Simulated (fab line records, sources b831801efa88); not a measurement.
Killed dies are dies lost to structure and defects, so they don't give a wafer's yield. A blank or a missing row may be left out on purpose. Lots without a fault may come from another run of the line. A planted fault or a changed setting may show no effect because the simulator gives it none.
Which tool did it? | flow gf180mcu | 11 lots, 33 wafers sampled, at 5 steps of a route of 602

WHAT THE GAUGES READ, wafer by wafer
GF_TOP_METAL_CD_MEAS_14: target cd 440 nm. Usual: cd_nm 440.4 nm, standard deviation 2.
lot  | measured     | on        | cd_nm (nm)        | flag
L359 | day 27 23:42 | cd_sem-02 | 440.3 440.7 437.4 |
L360 | day 28 04:07 | cd_sem-01 | 439.1 439.3 440.8 |
L362 | day 29 04:35 | cd_sem-02 | 440.2 441.5 441.9 |
L363 | day 29 10:14 | cd_sem-02 | 437.4 436.2 436.4 |
L367 | day 30 17:16 | cd_sem-01 | 455.3 457.9 457.2 | OFF
L369 | day 31 05:32 | cd_sem-01 | 452.7 456.3 455.7 | OFF
L370 | day 31 10:14 | cd_sem-01 | 457.2 458.3 456.3 | OFF
L373 | day 32 03:20 | cd_sem-01 | 438.6 441.7 439.5 |
L379 | day 33 18:03 | cd_sem-02 | 447.4 445.1 443.7 |
L380 | day 33 19:24 | cd_sem-02 | 438.9 439.7 438.9 |
L382 | day 34 02:55 | cd_sem-02 | 435.0 438.6 437.2 |

WHICH TOOL RAN EACH LOT (tool, then ch and the chambers of the sampled wafers, then the start)
lot  | GF_V5_STRIP_18                       | GF_V5_SPUTTER_21             | GF_V5_SPUTTER_22             | GF_TOP_METAL_EXPOSE_11
L359 | plasma_asher-04 ch 0,1, day 27 02:44 | pvd_sputter-01, day 27 03:17 | pvd_sputter-01, day 27 03:20 | iline_stepper-01 ch 0, day 27 14:27
L360 | plasma_asher-02 ch 0,1, day 27 06:32 | pvd_sputter-01, day 27 07:04 | pvd_sputter-01, day 27 07:08 | iline_stepper-02 ch 0, day 27 18:35
L362 | plasma_asher-04 ch 0,1, day 28 07:26 | pvd_sputter-03, day 28 07:59 | pvd_sputter-03, day 28 08:02 | iline_stepper-01 ch 0, day 28 18:49
L363 | plasma_asher-04 ch 0,1, day 28 14:36 | pvd_sputter-02, day 28 15:08 | pvd_sputter-02, day 28 15:12 | iline_stepper-01 ch 0, day 29 01:23
L367 | plasma_asher-01 ch 0,1, day 29 20:49 | pvd_sputter-03, day 29 21:21 | pvd_sputter-03, day 29 21:25 | iline_stepper-01 ch 0, day 30 08:14
L369 | plasma_asher-01 ch 0,1, day 30 09:25 | pvd_sputter-02, day 30 10:17 | pvd_sputter-02, day 30 10:21 | iline_stepper-01 ch 0, day 30 20:37
L370 | plasma_asher-04 ch 0,1, day 30 14:45 | pvd_sputter-02, day 30 15:36 | pvd_sputter-02, day 30 15:40 | iline_stepper-01 ch 0, day 31 01:25
L373 | plasma_asher-02 ch 0,1, day 31 09:36 | pvd_sputter-01, day 31 10:08 | pvd_sputter-01, day 31 10:11 | iline_stepper-02 ch 0, day 31 19:35
L379 | plasma_asher-01 ch 0,1, day 33 00:47 | pvd_sputter-01, day 33 01:22 | pvd_sputter-01, day 33 01:25 | iline_stepper-02 ch 0, day 33 10:17
L380 | plasma_asher-04 ch 0, day 33 03:05   | pvd_sputter-02, day 33 03:38 | pvd_sputter-02, day 33 03:41 | iline_stepper-02 ch 0, day 33 12:10
L382 | plasma_asher-04 ch 0,1, day 33 10:53 | pvd_sputter-01, day 33 11:25 | pvd_sputter-01, day 33 11:29 | iline_stepper-02 ch 0, day 33 20:01
- GF_V5_STRIP_18: strips in O2/N2.
- GF_V5_SPUTTER_21: material Ti, target thk 15 nm, time 80.02 s.
- GF_V5_SPUTTER_22: material TiN, target thk 10 nm, time 40 s.
- GF_TOP_METAL_EXPOSE_11: exposes mask MetalTop, target cd 440 nm.

WHAT THE TOOLS THEMSELVES READ (means of the sampled wafers that have a number; where no wafer has one, the mark that the record gives instead)
GF_V5_STRIP_18. Usual: drypump_motor_current_A 5.6 A, standard deviation 0.6; heater_power_w 331 W, standard deviation 23; oes_product_au 0.569 a.u., standard deviation 0.005.
lot  | tool            | drypump_motor_current_A (A) | heater_power_w (W) | oes_product_au (a.u.) | flag
L359 | plasma_asher-04 | 5.6                         | 350                | 0.570                 |
L360 | plasma_asher-02 | 6.4                         | 314                | 0.570                 |
L362 | plasma_asher-04 | 5.2                         | 356                | 0.568                 |
L363 | plasma_asher-04 | 5.3                         | 349                | 0.569                 |
L367 | plasma_asher-01 | 5.2                         | 331                | 0.569                 |
L369 | plasma_asher-01 | 5.3                         | 326                | 0.568                 |
L370 | plasma_asher-04 | 5.2                         | 353                | 0.562                 |
L373 | plasma_asher-02 | 6.4                         | 312                | 0.566                 |
L379 | plasma_asher-01 | 5.2                         | 329                | 0.568                 |
L380 | plasma_asher-04 | 4.8                         | 349                | 0.574                 |
L382 | plasma_asher-04 | 5.6                         | 348                | 0.567                 |

GF_V5_SPUTTER_21. Usual: cathode_dc_power_W 2500.0 W, standard deviation 0.47; throttle_valve_pct 30.3 %, standard deviation 1.1.
lot  | tool           | cathode_dc_power_W (W) | throttle_valve_pct (%) | flag
L359 | pvd_sputter-01 | 2500.2                 | 31.2                   |
L360 | pvd_sputter-01 | 2500.3                 | 30.6                   |
L362 | pvd_sputter-03 | 2500.2                 | 29.0                   |
L363 | pvd_sputter-02 | 2499.6                 | 30.0                   |
L367 | pvd_sputter-03 | 2499.6                 | 30.3                   |
L369 | pvd_sputter-02 | 2500.3                 | 30.5                   |
L370 | pvd_sputter-02 | 2500.0                 | 30.6                   |
L373 | pvd_sputter-01 | 2500.2                 | 31.2                   |
L379 | pvd_sputter-01 | 2499.9                 | 30.9                   |
L380 | pvd_sputter-02 | 2500.3                 | 30.5                   |
L382 | pvd_sputter-01 | 2500.5                 | 31.1                   |

GF_V5_SPUTTER_22. Usual: cathode_dc_power_W 4000.1 W, standard deviation 0.74; throttle_valve_pct 30.3 %, standard deviation 1.1.
lot  | tool           | cathode_dc_power_W (W) | throttle_valve_pct (%) | flag
L359 | pvd_sputter-01 | 4000.1                 | 31.1                   |
L360 | pvd_sputter-01 | 4000.0                 | 30.8                   |
L362 | pvd_sputter-03 | 4000.3                 | 29.1                   |
L363 | pvd_sputter-02 | 4000.0                 | 29.7                   |
L367 | pvd_sputter-03 | 3999.7                 | 30.3                   |
L369 | pvd_sputter-02 | 3999.8                 | 30.5                   |
L370 | pvd_sputter-02 | 3999.9                 | 30.4                   |
L373 | pvd_sputter-01 | 3999.3                 | 31.0                   |
L379 | pvd_sputter-01 | 4000.0                 | 30.8                   |
L380 | pvd_sputter-02 | 3999.9                 | 30.5                   |
L382 | pvd_sputter-01 | 3999.8                 | 31.2                   |

GF_TOP_METAL_EXPOSE_11. Usual: exposure_dose_mJ_cm2 169.09, standard deviation 0.17.
lot  | tool             | exposure_dose_mJ_cm2 | flag
L359 | iline_stepper-01 | 169.18               |
L360 | iline_stepper-02 | 169.28               |
L362 | iline_stepper-01 | 168.98               |
L363 | iline_stepper-01 | 169.07               |
L367 | iline_stepper-01 | 158.40               | OFF
L369 | iline_stepper-01 | 160.51               | OFF
L370 | iline_stepper-01 | 160.64               | OFF
L373 | iline_stepper-02 | 169.08               |
L379 | iline_stepper-02 | 169.39               |
L380 | iline_stepper-02 | 168.95               |
L382 | iline_stepper-02 | 168.72               |

THE ANSWER, worked out from the rows above alone
Rule: a lot is off if the mean of its wafers that have a number lies more than 3 standard deviations from the usual mean. A lot without any number at a reading at which 4 lots or more have one is off too. The other lots that the step has rows for count as sound. The gauges are gone through in route order, then the tools' own readings, and for those a lot's mean is taken as printed above. The first step at which some lot is off is used, and at that step the reading that is off furthest; a lot without a number counts as furthest.
Off: L367, L369, L370, at GF_TOP_METAL_CD_MEAS_14 (cd_nm).
A tool fits if, at a process step before that reading, it ran every lot that is off, and no sound lot after the first of them. The gauges at GF_TOP_METAL_CD_MEAS_14 aren't tried: what is off there is off at GF_TOP_METAL_EXPOSE_11 too, on other tools, and a gauge's error can't cause that. One fits: iline_stepper-01 at GF_TOP_METAL_EXPOSE_11. Its last sound lot is L363 (day 29 01:23), its first lot that is off L367 (day 30 08:14): a fault that began between those two fits.
The tool's own readings at GF_TOP_METAL_EXPOSE_11 bear it out: on the lots that are off they differ by more than 5 times the standard deviation of the sound lots' means. exposure_dose_mJ_cm2 reads 159.85 there against 169.08 on the sound lots.

WHAT THE SIMULATOR HAD PUT IN
Process parameter drift: iline_stepper-01, from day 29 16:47 on, at GF_TOP_METAL_EXPOSE_11. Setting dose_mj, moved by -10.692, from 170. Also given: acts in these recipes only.
Lots struck among those shown: L367, L369, L370. The rule above found the same.
